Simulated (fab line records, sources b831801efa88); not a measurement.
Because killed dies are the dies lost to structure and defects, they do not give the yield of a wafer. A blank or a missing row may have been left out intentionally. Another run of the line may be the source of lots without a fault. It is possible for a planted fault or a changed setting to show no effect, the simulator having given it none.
Which tool was responsible? / flow gf180mcu / 14 lots, 42 wafers sampled, at 4 steps of a route of 602

## WHAT THE GAUGES SHOWED, per wafer
GF_HV_LDD_OVL_MEAS_32.
lot=L368; measured=day 11 07:26; on=overlay-01; HV_LDD_02_OVL (nm)=-0.8 -1.5 -0.4
lot=L371; measured=day 12 06:44; on=overlay-02; HV_LDD_02_OVL (nm)=0.8 1.9 0.7
lot=L373; measured=day 12 20:28; on=overlay-02; HV_LDD_02_OVL (nm)=-1.8 -1.8 -3.2
lot=L376; measured=day 13 21:23; on=overlay-01; HV_LDD_02_OVL (nm)=0.2 1.7 0.3
lot=L375; measured=day 14 00:52; on=overlay-01; HV_LDD_02_OVL (nm)=-0.2 -0.4 -0.9
lot=L378; measured=day 15 10:24; on=overlay-02; HV_LDD_02_OVL (nm)=-0.9 -2.4 -1.7
lot=L379; measured=day 15 21:30; on=overlay-02; HV_LDD_02_OVL (nm)=-1.8 -3.2 -3.0
lot=L381; measured=day 15 23:35; on=overlay-01; HV_LDD_02_OVL (nm)=-3.1 -1.0 -1.4
lot=L380; measured=day 16 01:26; on=overlay-02; HV_LDD_02_OVL (nm)=0.5 1.0 0.3
lot=L383; measured=day 16 19:35; on=overlay-02; HV_LDD_02_OVL (nm)=-0.8 -0.4 -1.7
lot=L388; measured=day 17 21:59; on=overlay-02; HV_LDD_02_OVL (nm)=-3.7 -2.9 -2.7
lot=L387; measured=day 18 03:50; on=overlay-01; HV_LDD_02_OVL (nm)=-0.6 0.3 -1.6
lot=L389; measured=day 18 11:21; on=overlay-01; HV_LDD_02_OVL (nm)=-1.7 -3.0 -2.3
lot=L391; measured=day 19 00:53; on=overlay-02; HV_LDD_02_OVL (nm)=-0.3 1.2 -1.8

GF_HV_LDD_TW_MEAS_50.
lot=L368; measured=day 12 02:45; on=film metro-04; HV_LDD_4_TW=570 573 569
lot=L371; measured=day 13 03:26; on=film metro-04; HV_LDD_4_TW=566 568 572
lot=L373; measured=day 13 16:50; on=film metro-02; HV_LDD_4_TW=562 566 566
lot=L376; measured=day 14 19:01; on=film metro-03; HV_LDD_4_TW=568 572 572
lot=L375; measured=day 14 22:41; on=film metro-04; HV_LDD_4_TW=570 573 569
lot=L378; measured=day 16 09:28; on=film metro-03; HV_LDD_4_TW=573 572 573
lot=L379; measured=day 16 20:46; on=film metro-03; HV_LDD_4_TW=570 573 570
lot=L381; measured=day 16 22:47; on=film metro-03; HV_LDD_4_TW=570 573 573
lot=L380; measured=day 17 01:12; on=film metro-02; HV_LDD_4_TW=566 563 564
lot=L383; measured=day 17 19:32; on=film metro-04; HV_LDD_4_TW=567 570 572
lot=L388; measured=day 18 21:41; on=film metro-04; HV_LDD_4_TW=565 568 571
lot=L387; measured=day 19 04:11; on=film metro-02; HV_LDD_4_TW=563 563 566
lot=L389; measured=day 19 12:43; on=film metro-03; HV_LDD_4_TW=570 567 569
lot=L391; measured=day 20 01:44; on=film metro-03; HV_LDD_4_TW=570 570 572

GF_SALICIDE_RS_MEAS_04: measures by four-point-probe.
lot=L368; measured=day 14 17:55; on=film metro-04; SALICIDE_TIN_RS (ohm/sq)=16.09 16.16 16.49
lot=L371; measured=day 15 22:35; on=film metro-01; SALICIDE_TIN_RS (ohm/sq)=16.48 16.62 16.84
lot=L373; measured=day 16 12:31; on=film metro-02; SALICIDE_TIN_RS (ohm/sq)=16.09 16.12 16.20
lot=L376; measured=day 17 18:59; on=film metro-01; SALICIDE_TIN_RS (ohm/sq)=16.13 16.57 16.42
lot=L375; measured=day 17 22:13; on=film metro-02; SALICIDE_TIN_RS (ohm/sq)=16.46 16.10 16.11
lot=L378; measured=day 19 12:32; on=film metro-04; SALICIDE_TIN_RS (ohm/sq)=16.48 16.44 16.41
lot=L379; measured=day 19 23:43; on=film metro-02; SALICIDE_TIN_RS (ohm/sq)=16.54 16.32 16.58
lot=L381; measured=day 20 02:44; on=film metro-02; SALICIDE_TIN_RS (ohm/sq)=16.68 16.74 17.00
lot=L380; measured=day 20 04:48; on=film metro-01; SALICIDE_TIN_RS (ohm/sq)=16.21 16.14 16.09
lot=L383; measured=day 20 22:34; on=film metro-02; SALICIDE_TIN_RS (ohm/sq)=15.78 15.94 15.80
lot=L388; measured=day 22 01:11; on=film metro-01; SALICIDE_TIN_RS (ohm/sq)=19.13 18.76 18.46
lot=L387; measured=day 22 08:14; on=film metro-01; SALICIDE_TIN_RS (ohm/sq)=16.42 16.11 16.25
lot=L389; measured=day 22 16:11; on=film metro-04; SALICIDE_TIN_RS (ohm/sq)=18.93 18.68 18.54
lot=L391; measured=day 23 04:38; on=film metro-02; SALICIDE_TIN_RS (ohm/sq)=15.93 15.97 16.05

## EACH LOT AND THE TOOL THAT RAN IT (in order: tool; ch and the chambers of the sampled wafers; start)
lot=L368; GF_SALICIDE_SPUTTER_02=pvd sputter-03, day 14 17:50
lot=L371; GF_SALICIDE_SPUTTER_02=pvd sputter-03, day 15 22:32
lot=L373; GF_SALICIDE_SPUTTER_02=pvd sputter-02, day 16 12:25
lot=L376; GF_SALICIDE_SPUTTER_02=pvd sputter-03, day 17 18:55
lot=L375; GF_SALICIDE_SPUTTER_02=pvd sputter-01, day 17 22:08
lot=L378; GF_SALICIDE_SPUTTER_02=pvd sputter-02, day 19 12:29
lot=L379; GF_SALICIDE_SPUTTER_02=pvd sputter-02, day 19 23:40
lot=L381; GF_SALICIDE_SPUTTER_02=pvd sputter-01, day 20 02:41
lot=L380; GF_SALICIDE_SPUTTER_02=pvd sputter-02, day 20 04:44
lot=L383; GF_SALICIDE_SPUTTER_02=pvd sputter-01, day 20 22:31
lot=L388; GF_SALICIDE_SPUTTER_02=pvd sputter-01, day 22 01:08
lot=L387; GF_SALICIDE_SPUTTER_02=pvd sputter-02, day 22 08:11
lot=L389; GF_SALICIDE_SPUTTER_02=pvd sputter-01, day 22 16:08
lot=L391; GF_SALICIDE_SPUTTER_02=pvd sputter-02, day 23 04:32
- GF_SALICIDE_SPUTTER_02: material Co, target thk 10 nm, time 20 s.

## AS READ BY THE TOOLS THEMSELVES (means over the sampled wafers that have a number; for cases with no such wafer, the mark the record gives instead)
GF_SALICIDE_SPUTTER_02.
lot=L368; tool=pvd sputter-03; throttle valve pct (%)=29.8
lot=L371; tool=pvd sputter-03; throttle valve pct (%)=29.6
lot=L373; tool=pvd sputter-02; throttle valve pct (%)=30.0
lot=L376; tool=pvd sputter-03; throttle valve pct (%)=29.5
lot=L375; tool=pvd sputter-01; throttle valve pct (%)=30.1
lot=L378; tool=pvd sputter-02; throttle valve pct (%)=29.8
lot=L379; tool=pvd sputter-02; throttle valve pct (%)=29.3
lot=L381; tool=pvd sputter-01; throttle valve pct (%)=30.5
lot=L380; tool=pvd sputter-02; throttle valve pct (%)=29.0
lot=L383; tool=pvd sputter-01; throttle valve pct (%)=29.1
lot=L388; tool=pvd sputter-01; throttle valve pct (%)=30.1
lot=L387; tool=pvd sputter-02; throttle valve pct (%)=29.0
lot=L389; tool=pvd sputter-01; throttle valve pct (%)=30.0
lot=L391; tool=pvd sputter-02; throttle valve pct (%)=30.1

## THE ANSWER, worked out from the rows above alone
Rule: usual is defined by the lots themselves. The widest of any qualifying gaps counts: lots, ordered by their means at a reading, are off when they make up no more than a third of the lots, leave a main group of 4 or more, and stand apart from it by 3 or more times the standard deviation of that group's means. A main group whose means are all the same, to the digits that the tables above print for the reading, isn't used. Also off: a lot with no number at a reading for which 4 or more lots have one. Where the step has rows for the other lots, those lots are counted as sound. After the gauges, taken in route order, come the tools' own readings; for these a lot's mean is taken, as printed above. The first step at which some lot is off is used, and at that step the reading that is off furthest; a lot without a number counts as furthest.
Off: L388, L389, at GF_SALICIDE_RS_MEAS_04 (SALICIDE_TIN_RS). The main group has a mean of 16.30 ohm/sq with a standard deviation of 0.26.
A tool fits if, at a process step before that reading, it ran every lot that is off, and no sound lot after the first of them. Gauges at GF_SALICIDE_RS_MEAS_04: tried the same way as those tools. One candidate fits, namely pvd sputter-01 at GF_SALICIDE_SPUTTER_02. Its last sound lot is L383 (day 20 22:31), its first lot that is off L388 (day 22 01:08): a fault that began between those two fits.

## WHAT THE SIMULATOR HAD INSERTED
Site profile drift: pvd sputter-01, from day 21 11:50 on, at GF_SALICIDE_SPUTTER_02. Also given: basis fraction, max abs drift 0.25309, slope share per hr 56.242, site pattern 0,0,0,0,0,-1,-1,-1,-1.
Shown lots that were struck: L388, L389. This agrees with what the rule above found.
